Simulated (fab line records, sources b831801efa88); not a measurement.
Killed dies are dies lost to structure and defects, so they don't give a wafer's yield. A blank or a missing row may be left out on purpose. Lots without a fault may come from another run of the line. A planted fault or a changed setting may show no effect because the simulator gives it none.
A struck lot beside a sound one | flow sky130 | 18 steps out of a route of 708
Sound: wafers L945.1, L945.4, L945.6. Struck: wafers L938.4, L938.5, L938.6. The cause comes at the end.
At each step with rows: each side's tool, then ch and its chambers, then its first start. Under that, the readings that differ: sound wafers | struck wafers | difference of the means | sigmas: that difference in standard deviations of wafers without a fault.
alike: readings whose means differ by less than 2 such deviations, and words and numbers that are the same on both sides. not compared: withheld readings, readings that some wafer has no value for, bounds like >300 that may hide the same value, and numbers for which the record gives no deviation and whose values overlap.
The two part at a step that has a row with sigmas, a row that says differs or no value, or rows on one side only. Numbers that don't overlap but have no deviation are shown without sigmas and don't part them. A reading that every wafer of one side lacks parts them only if that side has two wafers or more.

first, 3 steps without rows for these wafers: SKY_LI_CONTACT_EXPOSE_09 (exposes mask LICM1, target cd 170 nm); SKY_LI_CONTACT_PEB_10; SKY_LI_CONTACT_DEVELOP_11 (develop time 60 s).
SKY_LI_CONTACT_CD_MEAS_12: target cd 170 nm.
  sound on cd_sem-02, day 35 09:53; struck on cd_sem-01, day 32 14:17
  alike: cd_nm
SKY_LI_CONTACT_OVL_MEAS_13:
  sound on overlay-02, day 35 10:01; struck on overlay-02, day 32 14:22
  alike: LI_CONTACT_OVL
SKY_LI_CONTACT_ETCH_14: etches BARC in N2/H2, stops on SiO2, time 45.9 s, target depth 60 nm.
  sound on rie_diel-01 ch 0,3, day 35 10:03; struck on rie_diel-03 ch 0,1,3, day 32 14:24
  alike: drypump_motor_current_A, oes_product_au, throttle_valve_pct
  not compared: rf_hours_counter_h
SKY_LI_CONTACT_ETCH_15: etches PSG in C4F8/O2/Ar, stops on Si, target depth 600 nm.
  sound on rie_diel-01 ch 0,3, day 35 10:05; struck on rie_diel-03 ch 0,1,3, day 32 14:28
  alike: oes_product_au
then, 3 steps without rows for these wafers: SKY_LI_CONTACT_STRIP_16 (strips in O2/N2); SKY_LI_CONTACT_CLEAN_17 (cleans in NMP, time 600 s); SKY_LI_CONTACT_PRE_CLEAN_18 (time 5.6 s).
SKY_LI_CONTACT_SPUTTER_19: material Ti, target thk 20 nm, time 106.37 s.
  sound on pvd_sputter-03, day 35 10:29; struck on pvd_sputter-04, day 32 14:48
  alike: throttle_valve_pct
SKY_LI_CONTACT_SPUTTER_20: material TiN, target thk 20 nm, time 80 s.
  sound on pvd_sputter-03, day 35 10:34; struck on pvd_sputter-04, day 32 14:52
  alike: throttle_valve_pct
SKY_LI_CONTACT_CVD_21: deposits W, target thk 400 nm, time 120.56 s.
  sound on cvd_w-02 ch 0,1, day 35 10:37; struck on cvd_w-02 ch 0,1, day 32 14:59
  reading                                  | sound           | struck            | difference | sigmas
  model.W_of_LI_CONTACT_CVD_21.thk_nm (nm) | 396 404.1 405.2 | 471.9 473.3 466.6 | +68.8      |
  alike: heater_power_w, susceptor_temp_C
SKY_LI_CONTACT_RS_MEAS_22: measures by four-point-probe.
  sound on film_metro-02, day 35 10:45; struck on film_metro-02, day 32 15:07
  reading                  | sound             | struck            | difference | sigmas
  LI_CONTACT_W_RS (ohm/sq) | 0.288 0.282 0.281 | 0.242 0.241 0.244 | -0.041     | -11
SKY_LI_CONTACT_THK_MEAS_23: measures by xrf.
  sound on film_metro-02, day 35 10:52; struck on film_metro-02, day 32 15:13
  reading               | sound       | struck      | difference | sigmas
  LI_CONTACT_W_THK (nm) | 385 393 394 | 456 456 451 | +64        | +11
SKY_LI_CONTACT_CMP_24: polishes, stops on PSG, t overpolish 20 s, target thk 0 nm.
  sound on cmp-01 ch 0,1,2, day 35 11:02; struck on cmp-01 ch 0,1,2, day 32 15:20
  reading                | sound     | struck      | difference | sigmas
  time_to_endpoint_s (s) | 93 91 104 | 113 112 123 | +20        | +4
  alike: motor_current_A
SKY_LOCAL_INTERCONNECT_SPUTTER_00: material TiN, target thk 100 nm, time 83.3 s.
  sound on pvd_sputter-02, day 35 11:14; struck on pvd_sputter-01, day 32 15:32
  alike: susceptor_temp_C, throttle_valve_pct
SKY_PAD_OPEN_PROBE_99:
  the record has rows for the sound wafers here (prober-02, day 50 06:31) and none for the struck ones

WHERE THEY PART
First at SKY_LI_CONTACT_RS_MEAS_22; last, within this record, at SKY_PAD_OPEN_PROBE_99.

WHY: what the simulator had put in
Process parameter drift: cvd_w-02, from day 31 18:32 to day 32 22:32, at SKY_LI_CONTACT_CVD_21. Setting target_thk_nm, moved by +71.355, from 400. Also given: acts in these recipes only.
